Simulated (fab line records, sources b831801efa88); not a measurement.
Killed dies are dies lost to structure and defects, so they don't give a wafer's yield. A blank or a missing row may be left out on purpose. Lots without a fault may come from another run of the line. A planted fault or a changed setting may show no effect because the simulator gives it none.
Which tool did it? | flow sky130 | 13 lots, 39 wafers sampled, at 3 steps of a route of 708

WHAT THE GAUGES READ, wafer by wafer
SKY_VIA3_THK_MEAS_01.
lot  | measured     | on            | VIA3_HDPCVD_THK (nm)
L640 | day 40 08:37 | film_metro-02 | 1625 1643 1598
L641 | day 40 11:23 | film_metro-01 | 1640 1628 1646
L639 | day 40 13:27 | film_metro-01 | 1667 1685 1663
L643 | day 41 05:07 | film_metro-04 | 1645 1628 1650
L645 | day 41 12:22 | film_metro-04 | 1629 1672 1654
L644 | day 41 14:07 | film_metro-04 | 1674 1618 1680
L646 | day 42 05:02 | film_metro-02 | 1624 1672 1618
L648 | day 42 10:53 | film_metro-01 | 1616 1642 1632
L649 | day 42 20:27 | film_metro-01 | 1631 1650 1642
L651 | day 43 08:56 | film_metro-02 | 1614 1628 1620
L653 | day 44 00:51 | film_metro-02 | 1640 1632 1597
L655 | day 44 06:01 | film_metro-02 | 1604 1439 1634
L660 | day 45 11:00 | film_metro-02 | 1608 1590 1604

WHICH TOOL RAN EACH LOT (tool, then ch and the chambers of the sampled wafers, then the start)
lot  | SKY_VIA2_ETCH_15                   | SKY_VIA3_HDPCVD_00
L640 | rie_diel-01 ch 0,2,3, day 38 01:58 | hdpcvd-02 ch 1,2, day 40 08:27
L641 | rie_diel-01 ch 0,1,3, day 38 04:46 | hdpcvd-01 ch 0,1,2, day 40 11:16
L639 | rie_diel-02 ch 0,2,3, day 38 06:07 | hdpcvd-02 ch 0,1, day 40 13:17
L643 | rie_diel-02 ch 0,1,2, day 38 23:28 | hdpcvd-02 ch 1,2, day 41 04:56
L645 | rie_diel-02 ch 0,1,2, day 39 06:38 | hdpcvd-01 ch 0,1,2, day 41 12:12
L644 | rie_diel-02 ch 1,2, day 39 08:28   | hdpcvd-01 ch 1,2, day 41 13:57
L646 | rie_diel-04 ch 2,3, day 40 00:11   | hdpcvd-01 ch 0,2, day 42 04:52
L648 | rie_diel-02 ch 0,3, day 40 07:28   | hdpcvd-01 ch 1,2, day 42 10:44
L649 | rie_diel-04 ch 1,2, day 40 16:19   | hdpcvd-02 ch 0,2, day 42 20:12
L651 | rie_diel-04 ch 0,2, day 41 05:26   | hdpcvd-02 ch 0,2, day 43 08:45
L653 | rie_diel-01 ch 2,3, day 41 22:16   | hdpcvd-01 ch 0,1, day 44 00:41
L655 | rie_diel-02 ch 1,2,3, day 42 03:31 | hdpcvd-01 ch 0,1,2, day 44 05:51
L660 | rie_diel-01 ch 1,3, day 43 09:47   | hdpcvd-02 ch 0,2, day 45 10:50
- SKY_VIA2_ETCH_15: etches SiO2 in C4F8/O2/Ar, stops on TiN, target depth 546 nm, time 84 s.
- SKY_VIA3_HDPCVD_00: deposits SiO2, target thk 1635 nm, time 272.5 s.

WHAT THE TOOLS THEMSELVES READ (means of the sampled wafers that have a number; where no wafer has one, the mark that the record gives instead)
SKY_VIA2_ETCH_15.
lot  | tool        | oes_product_au (a.u.)
L640 | rie_diel-01 | 0.937
L641 | rie_diel-01 | 0.941
L639 | rie_diel-02 | 0.940
L643 | rie_diel-02 | 0.938
L645 | rie_diel-02 | 0.943
L644 | rie_diel-02 | 0.939
L646 | rie_diel-04 | 0.938
L648 | rie_diel-02 | 0.943
L649 | rie_diel-04 | 0.940
L651 | rie_diel-04 | 0.942
L653 | rie_diel-01 | 0.935
L655 | rie_diel-02 | 0.940
L660 | rie_diel-01 | 0.940

THE ANSWER, worked out from the rows above alone
Rule: what is usual is taken from the lots themselves. Put in order of their means at a reading, lots are off if they are a third of the lots or fewer, leave a main group of 4 or more, and stand apart from it by a gap of 3 or more times the standard deviation of the main group's means; of several such gaps the widest counts. A main group whose means are all the same, to the digits that the tables above print for the reading, isn't used. A lot without any number at a reading at which 4 lots or more have one is off too. The other lots that the step has rows for count as sound. The gauges are gone through in route order, then the tools' own readings, and for those a lot's mean is taken as printed above. The first step at which some lot is off is used, and at that step the reading that is off furthest; a lot without a number counts as furthest.
No lot is off at any reading shown: from this, nothing can be told.

WHAT THE SIMULATOR HAD PUT IN
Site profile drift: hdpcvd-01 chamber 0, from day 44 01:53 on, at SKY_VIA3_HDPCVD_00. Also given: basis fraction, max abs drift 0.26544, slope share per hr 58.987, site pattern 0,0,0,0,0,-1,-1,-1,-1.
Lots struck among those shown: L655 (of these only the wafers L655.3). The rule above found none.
